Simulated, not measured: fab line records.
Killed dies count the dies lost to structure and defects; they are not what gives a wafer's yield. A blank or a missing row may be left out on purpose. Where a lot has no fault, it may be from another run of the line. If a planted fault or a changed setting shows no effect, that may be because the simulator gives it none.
Which tool is to blame? -- flow sfq line -- Sampling: 12 lots, 36 wafers, 3 of 325 route steps

WHAT THE GAUGES SHOWED, per wafer
No reading from a measuring or inspecting step in the record can be judged against a usual standard deviation.

WHICH TOOL RAN EACH LOT (tool, then ch and the chambers of the sampled wafers, then the start)
lot,SFQ_TRILAYER_I1_CMP_CMP_046,SFQ_TRILAYER_I1_METRO_MEASURE_047,SFQ_TRILAYER_I1_VIA_ETCH_VIA_ETCH_052
L473,"cmp-02 ch 0,1, day 23 22:51","film metro-03, day 24 01:58","rie diel-01 ch 1,2, day 24 05:30"
L475,"cmp-02 ch 0,1,3, day 25 05:41","film metro-02, day 25 07:42","rie diel-01 ch 0,2,3, day 26 10:11"
L476,"cmp-01 ch 0,2,3, day 25 14:34","film metro-02, day 25 17:05","rie diel-02 ch 1,3, day 26 12:35"
L477,"cmp-02 ch 1,2,3, day 26 00:21","film metro-04, day 26 02:58","rie diel-03 ch 0,1,3, day 26 17:23"
L478,"cmp-01 ch 0,1,2, day 26 10:27","film metro-02, day 26 12:46","rie diel-01 ch 0,2, day 27 02:59"
L480,"cmp-01 ch 0,1, day 27 09:28","film metro-03, day 27 12:35","rie diel-01 ch 1,2,3, day 33 19:58"
L489,"cmp-02 ch 2,3, day 30 06:20","film metro-02, day 30 09:09","rie diel-01 ch 0,3, day 36 15:19"
L492,"cmp-01 ch 0,1, day 31 19:20","film metro-02, day 31 22:52","rie diel-01 ch 1,2, day 38 08:21"
L493,"cmp-01 ch 0,1,2, day 32 01:20","film metro-02, day 32 04:28","rie diel-01 ch 0,1,2, day 38 14:21"
L494,"cmp-02 ch 0,3, day 32 15:36","film metro-02, day 32 18:55","rie diel-02 ch 0,1,2, day 39 02:21"
L495,"cmp-01 ch 0,1,2, day 33 04:46","film metro-04, day 33 07:53","rie diel-02 ch 0,1,3, day 39 16:45"
L496,"cmp-01 ch 0,2,3, day 33 14:16","film metro-03, day 33 16:53","rie diel-03 ch 0,3, day 40 01:35"
- SFQ_TRILAYER_I1_CMP_CMP_046: polishes SiO2.
- SFQ_TRILAYER_I1_METRO_MEASURE_047
- SFQ_TRILAYER_I1_VIA_ETCH_VIA_ETCH_052: etches SiO2 in CHF3, stops on Nb, target depth 260 nm.

WHAT THE TOOLS THEMSELVES READ (means of the sampled wafers that have a number; where no wafer has one, the mark that the record gives instead)
SFQ_TRILAYER_I1_CMP_CMP_046. Usual: motor current A 10.1 A, standard deviation 1.1; slurry flow ml min 150.0, standard deviation 0.46; time to endpoint s 216 s, standard deviation 6.3.
lot,tool,motor current A (A),slurry flow ml min,time to endpoint s (s),flag
L473,cmp-02,9.8,150.3,218,
L475,cmp-02,9.5,150.0,226,
L476,cmp-01,10.9,150.8,218,
L477,cmp-02,10.1,149.9,215,
L478,cmp-01,9.9,150.1,214,
L480,cmp-01,9.6,150.0,226,
L489,cmp-02,9.4,149.8,214,
L492,cmp-01,10.5,149.7,215,
L493,cmp-01,9.9,150.1,223,
L494,cmp-02,9.1,149.5,217,
L495,cmp-01,9.7,150.0,212,
L496,cmp-01,10.9,150.0,213,

SFQ_TRILAYER_I1_METRO_MEASURE_047. Usual: thk nm 200.1 nm, standard deviation 0.96.
lot,tool,thk nm (nm),flag
L473,film metro-03,200.7,
L475,film metro-02,199.8,
L476,film metro-02,200.4,
L477,film metro-04,200.4,
L478,film metro-02,198.8,
L480,film metro-03,182.6,OFF
L489,film metro-02,197.9,
L492,film metro-02,200.6,
L493,film metro-02,200.4,
L494,film metro-02,200.4,
L495,film metro-04,200.1,
L496,film metro-03,199.6,

SFQ_TRILAYER_I1_VIA_ETCH_VIA_ETCH_052. Usual: drypump motor current A 5.7 A, standard deviation 0.64; oes product au 0.855 a.u., standard deviation 0.005.
lot,tool,drypump motor current A (A),oes product au (a.u.),flag
L473,rie diel-01,5.4,0.850,
L475,rie diel-01,6.2,0.852,
L476,rie diel-02,5.4,0.858,
L477,rie diel-03,6.3,0.857,
L478,rie diel-01,6.2,0.857,
L480,rie diel-01,6.1,0.812,OFF
L489,rie diel-01,5.8,0.852,
L492,rie diel-01,6.1,0.859,
L493,rie diel-01,5.6,0.853,
L494,rie diel-02,5.5,0.856,
L495,rie diel-02,5.6,0.854,
L496,rie diel-03,6.0,0.858,

THE ANSWER, worked out from the rows above alone
Rule: a lot counts as off when the mean over its wafers that have a number is more than 3 standard deviations away from the usual mean. A lot without any number at a reading at which 4 lots or more have one is off too. The other lots that the step has rows for count as sound. The gauges are gone through in route order, then the tools' own readings, and for those a lot's mean is taken as printed above. At the first step where some lot is off, the reading lying furthest off is the one used; lots without a number count as furthest.
Off, at SFQ_TRILAYER_I1_METRO_MEASURE_047 on thk nm: L480.
A tool fits if, at that step or a process step before it, it ran every lot that is off, and no sound lot after the first of them. None of those tried fits.

WHAT THE SIMULATOR PUT IN
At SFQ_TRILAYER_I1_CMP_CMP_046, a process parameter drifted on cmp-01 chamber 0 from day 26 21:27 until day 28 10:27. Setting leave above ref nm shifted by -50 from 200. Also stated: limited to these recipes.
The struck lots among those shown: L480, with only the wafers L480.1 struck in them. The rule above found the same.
